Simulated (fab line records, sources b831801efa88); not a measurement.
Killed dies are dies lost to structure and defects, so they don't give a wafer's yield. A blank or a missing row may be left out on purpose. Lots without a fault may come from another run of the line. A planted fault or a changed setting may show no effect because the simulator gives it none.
fab line records | flow sky130
record lots=6 wafers=18 last_day=50
route steps=708 shown SD_N@344 SD_P@359 RES_XHIGH@360 PAD_OPEN@708
lots that met no fault: from a run of the same line without faults
start_h: hours from the record's first day to the start of the lot's first wafer shown | wait_h: hours since the lot's step before | " the same as in the row above | L1.1+2: a row that stands for several wafers | - no value, or no start given | * or withheld: withheld | < > ~ a bound
route shown NAME@n: a module of which the file shows steps, and the number in the route of the first | usual: mean/standard deviation of fault-free wafers | same: alike in all rows | chamber/n: place in a boat | sites: the reading at each site | _std_site: their standard deviation | _edge_site: outer sites' mean less inner sites' | radius_mm: how far each site lies from the wafer's centre | mask NAME#n: copy n | behind: the tool/chamber that last shaped the wafer | hold: why the lot was held/for how many hours/how that ended | device: the transistor (n, p or np) that didn't switch | end of line: the same wafers' tests at the end of the route | a step without rows: its recipe alone | killed: dies lost to structure and defects at the first sort, not the wafer's yield | map: a wafer's dies, x killed, . not, _ none there
set.NAME: the setting as run; set.NAME@STEP: as run at that earlier step | model.NAME: the simulator's own value behind a step, which no gauge read
lots at some steps of the route; a table a step, a row a wafer
services: from which hour (start_h, from the record's first day; less than 0 if before it) a tool's chamber was out of use, for how many hours, and why
## steps
# step SKY_SD_N_COAT_02
# recipe resist=NOVOLAK spin_rpm=3000 resist_thk_nm=1140
# step SKY_SD_N_SOFTBAKE_03
# recipe temp_c=90 time_s=60 resist=NOVOLAK
# step SKY_SD_N_EXPOSE_04
# recipe mask_id=NSDM na=0.6 source_shape=conventional sigma_outer=0.6 polarization=unpolarized target_cd_nm=380 dose_mj=141
# step SKY_SD_N_PEB_05
# recipe temp_c=withheld time_s=* resist=NOVOLAK
# step SKY_SD_N_DEVELOP_06
# recipe resist=NOVOLAK developer=TMAH develop_time_s=60 dev_temp_c=23
# step SKY_SD_N_CD_MEAS_07
# recipe target_cd_nm=380
# usual cd_nm=380.5/2.5
# columns lot.wafer tool chamber start_h wait_h cd_nm
L493.1 cd_sem-02 - 641.01 0.1 380.7
L493.2 " - " " 377.6
L493.6 " - " " 380.0
L497.1 cd_sem-02 - 695.58 0.1 379.9
L497.5 " - " " 378.1
L497.6 " - " " 382.2
L510.3 cd_sem-02 - 786.00 0.1 381.9
L510.4 " - " " 383.5
L510.5 " - " " 379.5
L512.1 cd_sem-01 - 797.48 0.1 382.6
L512.3 " - " " 380.8
L512.5 " - " " 379.5
L513.1 cd_sem-02 - 804.81 0.1 380.6
L513.3 " - " " 380.0
L513.4 " - " " 379.1
L515.3 cd_sem-02 - 817.14 0.1 383.2
L515.4 " - " " 378.5
L515.5 " - " " 379.8
# step SKY_SD_N_OVL_MEAS_08
# usual SD_N_OVL=1.6/1
# columns lot.wafer tool chamber start_h wait_h SD_N_OVL[nm]
L493.1 overlay-02 - 641.13 0.1 1.4
L493.2 " - " " 0.8
L493.6 " - " " 1.1
L497.1 overlay-01 - 695.70 0.1 -0.5
L497.5 " - " " 3.3
L497.6 " - " " 1.2
L510.3 overlay-01 - 786.10 0.1 2.7
L510.4 " - " " 3.0
L510.5 " - " " 1.3
L512.1 overlay-01 - 797.60 0.1 1.3
L512.3 " - " " 0.7
L512.5 " - " " 1.6
L513.1 overlay-02 - 804.93 0.1 2.6
L513.3 " - " " 3.6
L513.4 " - " " 3.8
L515.3 overlay-01 - 817.23 0.1 1.8
L515.4 " - " " 0.5
L515.5 " - " " 1.7
# step SKY_SD_N_IMPLANT_09
# recipe species=As energy_kev=50 dose_cm2=4e+15 tilt_deg=0
# step SKY_SD_N_IMPLANT_10
# recipe species=P energy_kev=20 dose_cm2=1e+14 tilt_deg=0
# step SKY_SD_N_STRIP_11
# recipe chemistry=O2/N2 power_w=1400 pressure_mtorr=1500 platen_temp_c=withheld o2_flow_sccm=3000 n2_flow_sccm=300 overash_fraction=0.5
# usual chamber_pressure_mTorr=1500.0/1.4 drypump_motor_current_A=5.6/0.3 oes_product_au=0.528/0.0041 strip_time_to_endpoint_s=22.55/0.04
# columns lot.wafer tool chamber start_h wait_h chamber_pressure_mTorr drypump_motor_current_A oes_product_au rf_hours_counter_h strip_time_to_endpoint_s
L493.1 plasma_asher-01 1 641.47 0.1 1499.3 4.9 0.524 82 22.51
L493.2 " 0 " " 1498.7 5.4 0.537 82 22.55
L493.6 " 0 " " 1499.5 5.4 0.532 - 22.57
L497.1 plasma_asher-02 0 696.04 0.1 1501.0 6.1 0.520 27 22.56
L497.5 " 0 " " 1501.8 6.1 0.533 - 22.49
L497.6 " 1 " " 1501.0 5.4 0.524 - 22.55
L510.3 plasma_asher-03 1 786.45 0.1 1497.3 5.7 0.527 - 22.59
L510.4 " 0 " " 1496.9 5.6 0.539 - 22.58
L510.5 " 1 " " 1498.7 5.7 0.537 - 22.57
L512.1 plasma_asher-02 1 797.94 0.1 1499.2 5.3 0.531 37 22.58
L512.3 " 0 " " 1502.0 6.0 0.526 - 22.52
L512.5 " 1 " " 1502.0 5.3 0.526 - 22.57
L513.1 plasma_asher-03 0 805.38 0.1 1500.8 5.6 0.529 67 22.60
L513.3 " 1 " " 1498.0 5.7 0.529 - 22.57
L513.4 " 0 " " 1499.7 5.6 0.534 - 22.59
L515.3 plasma_asher-03 1 817.59 0.1 1498.5 5.7 0.522 - 22.58
L515.4 " 0 " " 1500.2 5.6 0.530 - 22.59
L515.5 " 0 " " 1500.1 5.6 0.530 - 22.64
# step SKY_SD_N_TW_MEAS_12
# usual SD_N_TW=3973/30
# columns lot.wafer tool chamber start_h wait_h SD_N_TW
L493.1 film_metro-03 - 641.57 0.1 3940
L493.2 " - " " 3945
L493.6 " - " " 3935
L497.1 film_metro-01 - 696.14 0.1 3987
L497.5 " - " " 3980
L497.6 " - " " 3979
L510.3 film_metro-03 - 786.54 0.1 3933
L510.4 " - " " 3946
L510.5 " - " " 3957
L512.1 film_metro-03 - 798.04 0.1 3945
L512.3 " - " " 3930
L512.5 " - " " 3932
L513.1 film_metro-03 - 805.48 0.1 3965
L513.3 " - " " 3956
L513.4 " - " " 3943
L515.3 film_metro-01 - 817.68 0.1 4032
L515.4 " - " " 4016
L515.5 " - " " 4014
# step SKY_SD_N_CLEAN_13
# recipe chemistry=SC1/SC2 mix=1:4:20 temp_c=70 time_s=150 dry=n2_spin
# step SKY_SD_N_RTA_14
# recipe temp_c=1075 time_s=2 idle_temp_c=650 ramp_up_c_per_s=150 ramp_down_c_per_s=90 ambient=N2
# usual lamp_power_pct=15.74/0.056 ramp_up_c_per_s=150.00/0.03 wafer_temp_C_max=1078.1/1.2
# columns lot.wafer tool chamber start_h wait_h lamp_power_pct ramp_up_c_per_s wafer_temp_C_max
L493.1 rtp_anneal-01 0 641.68 0.0 15.76 150.00 1076.6
L493.2 " 0 " " 15.76 149.96 1079.4
L493.6 " 0 " " 15.78 150.05 1079.2
L497.1 rtp_anneal-02 0 696.26 0.0 15.80 150.02 1077.5
L497.5 " 0 " " 15.79 150.01 1077.8
L497.6 " 0 " " 15.75 149.99 1078.2
L510.3 rtp_anneal-02 0 786.65 0.0 16.47 150.01 1108.8
L510.4 " 0 " " 16.53 149.95 1107.9
L510.5 " 0 " " 16.55 150.05 1109.6
L512.1 rtp_anneal-02 0 798.15 0.0 16.58 150.00 1111.1
L512.3 " 0 " " 16.51 150.03 1111.4
L512.5 " 0 " " 16.56 150.02 1109.5
L513.1 rtp_anneal-01 0 805.59 0.0 15.77 150.02 1079.1
L513.3 " 0 " " 15.72 150.00 1078.4
L513.4 " 0 " " 15.70 150.03 1077.3
L515.3 rtp_anneal-01 0 817.78 0.0 15.69 149.97 1077.2
L515.4 " 0 " " 15.84 149.92 1076.1
L515.5 " 0 " " 15.73 149.99 1078.1
# step SKY_SD_N_RS_MEAS_16
# recipe thk_meas_gauge=four-point-probe
# usual SD_N_RS=68.54/0.098
# columns lot.wafer tool chamber start_h wait_h SD_N_RS[ohm/sq]
L493.1 film_metro-03 - 641.86 0.1 68.60
L493.2 " - " " 68.55
L493.6 " - " " 68.56
L497.1 film_metro-04 - 696.43 0.1 68.57
L497.5 " - " " 68.67
L497.6 " - " " 68.43
L510.3 film_metro-01 - 786.85 0.1 62.71
L510.4 " - " " 62.64
L510.5 " - " " 62.76
L512.1 film_metro-01 - 798.32 0.1 62.64
L512.3 " - " " 62.54
L512.5 " - " " 62.64
L513.1 film_metro-03 - 805.76 0.1 68.49
L513.3 " - " " 68.34
L513.4 " - " " 68.53
L515.3 film_metro-03 - 817.98 0.1 68.61
L515.4 " - " " 68.58
L515.5 " - " " 68.60
# step SKY_SD_N_RS_MEAS_17
# recipe thk_meas_gauge=four-point-probe
# usual SD_P_RS=147.0/0.34
# columns lot.wafer tool chamber start_h wait_h SD_P_RS[ohm/sq]
L493.1 film_metro-03 - 641.98 0.1 147.4
L493.2 " - " " 147.4
L493.6 " - " " 147.2
L497.1 film_metro-04 - 696.55 0.1 147.4
L497.5 " - " " 147.5
L497.6 " - " " 146.8
L510.3 film_metro-01 - 786.97 0.1 119.3
L510.4 " - " " 118.8
L510.5 " - " " 119.5
L512.1 film_metro-01 - 798.44 0.1 118.5
L512.3 " - " " 118.3
L512.5 " - " " 118.7
L513.1 film_metro-03 - 805.88 0.1 146.7
L513.3 " - " " 146.8
L513.4 " - " " 146.8
L515.3 film_metro-03 - 818.10 0.1 147.7
L515.4 " - " " 147.3
L515.5 " - " " 147.5
# step SKY_SD_N_RS_MEAS_18
# recipe thk_meas_gauge=four-point-probe
# usual RES_XHIGH_RS=333.4/1.1
# columns lot.wafer tool chamber start_h wait_h RES_XHIGH_RS[ohm/sq]
L493.1 film_metro-03 - 642.10 0.1 333.8
L493.2 " - " " 332.9
L493.6 " - " " 334.7
L497.1 film_metro-04 - 696.67 0.1 333.9
L497.5 " - " " 334.4
L497.6 " - " " 334.9
L510.3 film_metro-01 - 787.09 0.1 332.1
L510.4 " - " " 329.8
L510.5 " - " " 332.2
L512.1 film_metro-01 - 798.56 0.1 330.0
L512.3 " - " " 330.8
L512.5 " - " " 331.6
L513.1 film_metro-03 - 806.00 0.1 333.6
L513.3 " - " " 333.8
L513.4 " - " " 333.3
L515.3 film_metro-03 - 818.22 0.1 333.6
L515.4 " - " " 333.8
L515.5 " - " " 334.4
# step SKY_PAD_OPEN_PROBE_99
# usual killed_at_M0_to_M3=43/6.9 killed_at_M4_up=3.1/1.8 killed_at_contacts=24/5.1 killed_at_front_end=15/4.8 killed_at_other=0.3/0.48 killed_dies=86/8.9 killed_open=47/6.8 killed_short=39/6.3
# same gross_dies=492 killed_at_back_side=0
# columns lot.wafer tool chamber start_h wait_h killed_at_M0_to_M3 killed_at_M4_up killed_at_contacts killed_at_front_end killed_at_other killed_dies killed_open killed_short model.etest.res_xhigh_po.line_ohm_um model.etest.res_xhigh_po.rs_ohm_sq model.etest.pfet_01v8.r_on_ohm_um model.etest.res_pdiff.line_ohm_um model.etest.pfet_g5v0d10v5.r_on_ohm_um model.etest.res_high_po.line_ohm_um model.etest.licon_high_po.rc_ohm model.etest.res_ndiff.line_ohm_um
L493.1 prober-02 - 1069.15 0.1 43 1 25 13 1 83 49 34 5658 1978 2910 1357 4805 723.8 347.3 762
L493.2 prober-02 - 1069.20 0.1 51 4 23 13 0 91 54 37 5312 1858 2909 1340 4780 712.6 332.2 762
L493.6 prober-02 - 1069.40 0.2 46 3 16 19 0 84 41 43 5638 1978 2915 1342 4832 732 343 764.9
L497.1 prober-01 - 1114.70 0.1 43 1 26 16 1 87 53 33 5611 1980 2936 1376 4849 739.2 341.2 773.4
L497.5 prober-01 - 1114.90 0.2 51 0 18 17 1 87 53 33 5611 1978 2908 1373 4779 739 355.9 767.3
L497.6 prober-01 - 1114.95 0.2 51 3 14 14 0 82 40 42 5856 2064 2883 1376 4764 764.6 354.5 764.7
L510.3 prober-01 - 1173.95 0.2 52 8 24 16 0 100 47 53 4382 1526 2443 1120 4576 613 252.2 694.2
L510.4 prober-01 - 1174.00 0.2 40 5 18 26 0 89 50 37 4320 1503 2487 1114 4634 599.5 253.4 692.5
L510.5 prober-01 - 1174.05 0.2 39 5 26 12 0 82 47 35 4362 1524 2565 1147 4660 591.5 256.2 700.1
L512.1 prober-01 - 1182.12 0.1 31 1 24 11 1 68 39 29 4370 1527 2524 1125 4579 602.3 254.7 709.2
L512.3 prober-01 - 1182.22 0.2 42 3 29 15 0 89 51 38 4311 1519 2548 1120 4626 590.1 255.8 708.4
L512.5 prober-01 - 1182.32 0.2 49 1 24 18 0 92 54 37 4273 1505 2557 1137 4652 595.2 254.7 701.2
L513.1 prober-02 - 1189.02 0.1 47 3 20 18 0 88 42 46 5785 1990 2926 1386 4780 737.4 357.2 763.1
L513.3 prober-02 - 1189.12 0.2 58 5 24 13 0 100 60 39 5751 2049 2911 1388 4786 746.1 358.3 769.7
L513.4 prober-02 - 1189.17 0.2 42 1 20 18 0 81 44 37 5726 2042 2935 1399 4821 738.3 359.9 770.9
L515.3 prober-02 - 1192.12 0.2 49 2 32 19 0 102 59 43 5441 1914 2840 1387 4765 719.9 341.8 768.5
L515.4 prober-02 - 1192.17 0.2 32 3 29 13 0 77 43 34 5766 2021 2810 1386 4763 760.9 360.4 764.3
L515.5 prober-02 - 1192.22 0.2 55 2 27 12 0 96 53 43 5433 1911 2879 1358 4728 737 338.1 763.6
# killed by level:class
L493.1 VIA1:geometric_particle:open=12 CONTACT:geometric_particle:open=11 VIA3:geometric_particle:open=9 CONTACT:geometric_particle:short=8 METAL1:geometric_particle:short=7 FIELD_ISO:geometric_particle:open=5 METAL3:geometric_particle:short=4 POLY_GATE:geometric_particle:open=3
L493.2 VIA1:geometric_particle:open=10 VIA2:geometric_particle:open=10 LI_CONTACT:geometric_particle:open=9 CONTACT:geometric_particle:short=6 METAL3:geometric_particle:short=6 CONTACT:geometric_particle:open=5 METAL2:geometric_particle:open=5 VIA3:geometric_particle:open=5
L493.6 METAL2:geometric_particle:short=9 CONTACT:geometric_particle:open=8 VIA1:geometric_particle:open=7 VIA2:geometric_particle:open=7 FIELD_ISO:geometric_particle:open=6 VIA3:geometric_particle:open=5 FIELD_ISO:geometric_particle:short=4 POLY_GATE:geometric_particle:open=4
L497.1 CONTACT:geometric_particle:open=13 METAL2:geometric_particle:short=11 VIA1:geometric_particle:open=9 LI_CONTACT:geometric_particle:open=6 VIA2:geometric_particle:open=6 VIA3:geometric_particle:open=6 POLY_GATE:geometric_particle:short=4 POLY_GATE:geometric_particle:open=4
L497.5 VIA1:geometric_particle:open=10 METAL1:geometric_particle:short=8 VIA3:geometric_particle:open=8 LI_CONTACT:geometric_particle:open=7 VIA2:geometric_particle:open=7 CONTACT:geometric_particle:open=6 FIELD_ISO:geometric_particle:short=5 METAL2:geometric_particle:short=5
L497.6 VIA1:geometric_particle:open=7 CONTACT:geometric_particle:open=7 METAL1:geometric_particle:short=7 VIA1:geometric_particle:short=6 METAL2:geometric_particle:short=6 VIA2:geometric_particle:open=5 VIA3:geometric_particle:open=5 POLY_GATE:geometric_particle:short=4
L510.3 VIA1:geometric_particle:open=13 METAL2:geometric_particle:short=12 CONTACT:geometric_particle:open=8 POLY_GATE:geometric_particle:short=6 LOCAL_INTERCONNECT:geometric_particle:short=6 VIA3:geometric_particle:open=6 FIELD_ISO:geometric_particle:short=5 CONTACT:geometric_particle:short=5
L510.4 FIELD_ISO:geometric_particle:short=10 VIA1:geometric_particle:open=9 FIELD_ISO:geometric_particle:open=8 VIA3:geometric_particle:open=8 CONTACT:geometric_particle:open=7 LI_CONTACT:geometric_particle:open=7 VIA2:geometric_particle:open=5 POLY_GATE:geometric_particle:short=4
L510.5 CONTACT:geometric_particle:open=16 VIA1:geometric_particle:open=11 VIA2:geometric_particle:open=7 POLY_GATE:geometric_particle:short=4 CONTACT:geometric_particle:short=4 VIA1:geometric_particle:short=4 VIA3:geometric_particle:short=4 FIELD_ISO:geometric_particle:short=3
L512.1 LI_CONTACT:geometric_particle:open=8 CONTACT:geometric_particle:open=8 VIA2:geometric_particle:short=5 VIA1:geometric_particle:open=5 FIELD_ISO:geometric_particle:open=4 CONTACT:geometric_particle:short=4 METAL1:geometric_particle:short=4 FIELD_ISO:geometric_particle:short=3
L512.3 CONTACT:geometric_particle:open=11 LI_CONTACT:geometric_particle:open=10 VIA3:geometric_particle:open=9 CONTACT:geometric_particle:short=6 METAL2:geometric_particle:short=6 FIELD_ISO:geometric_particle:open=5 VIA1:geometric_particle:open=4 VIA2:geometric_particle:open=4
L512.5 CONTACT:geometric_particle:open=11 VIA1:geometric_particle:open=10 METAL1:geometric_particle:short=8 VIA3:geometric_particle:open=7 LOCAL_INTERCONNECT:geometric_particle:short=6 FIELD_ISO:geometric_particle:open=5 VIA1:geometric_particle:short=5 VIA2:geometric_particle:open=5
L513.1 VIA1:geometric_particle:open=8 CONTACT:geometric_particle:open=8 FIELD_ISO:geometric_particle:short=7 VIA2:geometric_particle:open=6 METAL1:geometric_particle:short=6 VIA3:geometric_particle:open=6 VIA1:geometric_particle:short=5 FIELD_ISO:geometric_particle:open=4
L513.3 VIA1:geometric_particle:open=15 CONTACT:geometric_particle:open=12 METAL1:geometric_particle:short=10 VIA3:geometric_particle:open=6 LI_CONTACT:geometric_particle:open=5 METAL2:geometric_particle:short=5 VIA2:geometric_particle:open=5 FIELD_ISO:geometric_particle:open=4
L513.4 VIA1:geometric_particle:open=11 LOCAL_INTERCONNECT:geometric_particle:short=7 VIA2:geometric_particle:open=7 VIA3:geometric_particle:open=5 LI_CONTACT:geometric_particle:open=5 FIELD_ISO:geometric_particle:short=4 POLY_GATE:geometric_particle:short=4 CONTACT:geometric_particle:open=4
L515.3 VIA1:geometric_particle:open=17 LI_CONTACT:geometric_particle:open=13 VIA3:geometric_particle:open=7 VIA1:geometric_particle:short=6 FIELD_ISO:geometric_particle:open=5 POLY_GATE:geometric_particle:short=5 LOCAL_INTERCONNECT:geometric_particle:short=5 CONTACT:geometric_particle:short=5
L515.4 CONTACT:geometric_particle:open=9 LI_CONTACT:geometric_particle:open=8 VIA2:geometric_particle:open=6 VIA3:geometric_particle:open=6 CONTACT:geometric_particle:short=5 VIA1:geometric_particle:open=5 FIELD_ISO:geometric_particle:short=4 POLY_GATE:geometric_particle:short=3
L515.5 VIA1:geometric_particle:open=15 LI_CONTACT:geometric_particle:open=9 VIA2:geometric_particle:open=8 CONTACT:geometric_particle:open=7 METAL1:geometric_particle:short=7 VIA3:geometric_particle:short=6 FIELD_ISO:geometric_particle:open=5 VIA3:geometric_particle:open=5
## services
# columns tool chamber start_h hours kind
plasma_asher-01 - 629.78 0.9 repair
plasma_asher-03 - 664.83 2.4 repair
plasma_asher-02 - 664.91 2.8 pm
plasma_asher-01 - 705.47 2.8 pm
plasma_asher-03 - 711.42 1.4 repair
plasma_asher-01 - 718.46 6.4 repair
rtp_anneal-01 - 719.23 4.0 pm
plasma_asher-02 - 741.09 4.3 pm
plasma_asher-02 - 747.26 3.0 repair
plasma_asher-03 - 750.34 0.6 repair
plasma_asher-01 - 752.36 7.1 repair
plasma_asher-01 - 773.88 0.7 repair
## key
first_sign step=SKY_SD_N_RTA_14 reading=wafer_temp_C_max direction=up sigmas=26 usual=* struck=*
effect step=SKY_SD_N_RTA_14 reading=lamp_power_pct direction=up sigmas=14 usual=15.74 struck=16.53
effect step=SKY_SD_N_RS_MEAS_16 reading=SD_N_RS direction=down sigmas=60 usual=68.54 struck=62.65
effect step=SKY_SD_N_RS_MEAS_17 reading=SD_P_RS direction=down sigmas=83 usual=147.0 struck=118.8
effect step=SKY_SD_N_RS_MEAS_18 reading=RES_XHIGH_RS direction=down sigmas=2.1 usual=333.4 struck=331.1
model_effect step=SKY_PAD_OPEN_PROBE_99 value=etest.res_xhigh_po.line_ohm_um without=5742 struck=4336
met_at SKY_SD_N_RTA_14
struck_wafers L510.3,L510.4,L510.5,L512.1,L512.3,L512.5
tester_left_out L510,L512
onset_between 696.26 786.65
fault kind=process_parameter_drift tool=rtp_anneal-02 chamber=- onset_h=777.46 steps=SKY_SD_N_RTA_14 channel=temp_c offset=* shape=step end_h=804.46 acts_in=* stated=*
# tester_left_out: of these lots the tester's yield and bins aren't shown, on N5 and GAA mostly nor the transistor test; their killed dies are dies lost to structure and defects alone, not to doping, threshold or leakage, so they don't give the yield
